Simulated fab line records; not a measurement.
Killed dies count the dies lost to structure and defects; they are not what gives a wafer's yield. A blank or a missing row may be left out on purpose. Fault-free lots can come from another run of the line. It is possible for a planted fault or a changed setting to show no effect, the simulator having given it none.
Matching of chambers + flow sky130 + 4 sister chambers for SKY_SONOS_TUNNEL_WET_ETCH_10 on wet_bench-01
The step etches SiO2 in dHF, target depth 14 nm, time 280 s. 14 wafers are shown with their chamber, then 7 later ones without.

WAFERS WITH THEIR CHAMBER
| wafer  | chamber | run_length_s (s) | bath_heat_duty_pct (%) |
|--------|---------|------------------|------------------------|
| L397.2 | 1       | 312              | 5.7                    |
| L397.3 | 1       | 312              | 7.0                    |
| L397.5 | 1       | 312              | 5.2                    |
| L398.1 | 1       | 305              | 5.2                    |
| L398.3 | 1       | 305              | 5.5                    |
| L398.6 | 1       | 305              | 5.4                    |
| L399.1 | 2       | 304              | 6.0                    |
| L399.4 | 2       | 304              | 5.7                    |
| L399.5 | 2       | 304              | 6.5                    |
| L400.1 | 3       | 308              | 7.0                    |
| L400.2 | 3       | 308              | 6.1                    |
| L400.4 | 3       | 308              | 6.6                    |
| L404.1 | 0       | 307              | 7.0                    |
| L404.4 | 0       | 307              | 8.3                    |

SIGNATURES (means of the wafers above)
| reading            | chamber 0 | chamber 1 | chamber 2 | chamber 3 | scatter within a chamber |
|--------------------|-----------|-----------|-----------|-----------|--------------------------|
| run_length_s       | 307.00    | 308.50    | 304.00    | 308.00    | 2.71                     |
| bath_heat_duty_pct | 7.650     | 5.667     | 6.067     | 6.567     | 0.624                    |
Rule: distance of a wafer from a chamber = root of the sum over the readings of ((wafer's reading minus chamber's mean) / reading's scatter) squared. If the next closest chamber is less than 2 further off than the closest, the wafer can't be placed; otherwise it belongs to the closest. The scatter: take each reading less its chamber's mean, square it, sum over the shown wafers, divide by the number of wafers less the number of chambers, and take the root.

WAFERS MISSING THEIR CHAMBER
| wafer  | run_length_s (s) | bath_heat_duty_pct (%) |
|--------|------------------|------------------------|
| L404.6 | 307              | 8.1                    |
| L414.1 | 307              | 7.3                    |
| L414.2 | 307              | 7.3                    |
| L414.5 | 307              | 7.7                    |
| L415.1 | 313              | 6.7                    |
| L415.4 | 313              | 5.4                    |
| L415.5 | 313              | 6.3                    |

WHICH CHAMBER EACH WENT THROUGH
| wafer  | from the rows above               | in truth |
|--------|-----------------------------------|----------|
| L404.6 | can't be placed: 0 or 3           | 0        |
| L414.1 | can't be placed: 0 or 3 or 2      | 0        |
| L414.2 | can't be placed: 0 or 3 or 2      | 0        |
| L414.5 | can't be placed: 0 or 3           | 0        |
| L415.1 | can't be placed: 3 or 1 or 0 or 2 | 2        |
| L415.4 | can't be placed: 1 or 3 or 2      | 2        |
| L415.5 | can't be placed: 3 or 1 or 0 or 2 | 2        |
Placed correctly: 0 of 7. Unplaceable from these rows: 7, with the true chamber sitting among the candidates in 7. Wrongly placed: 0.
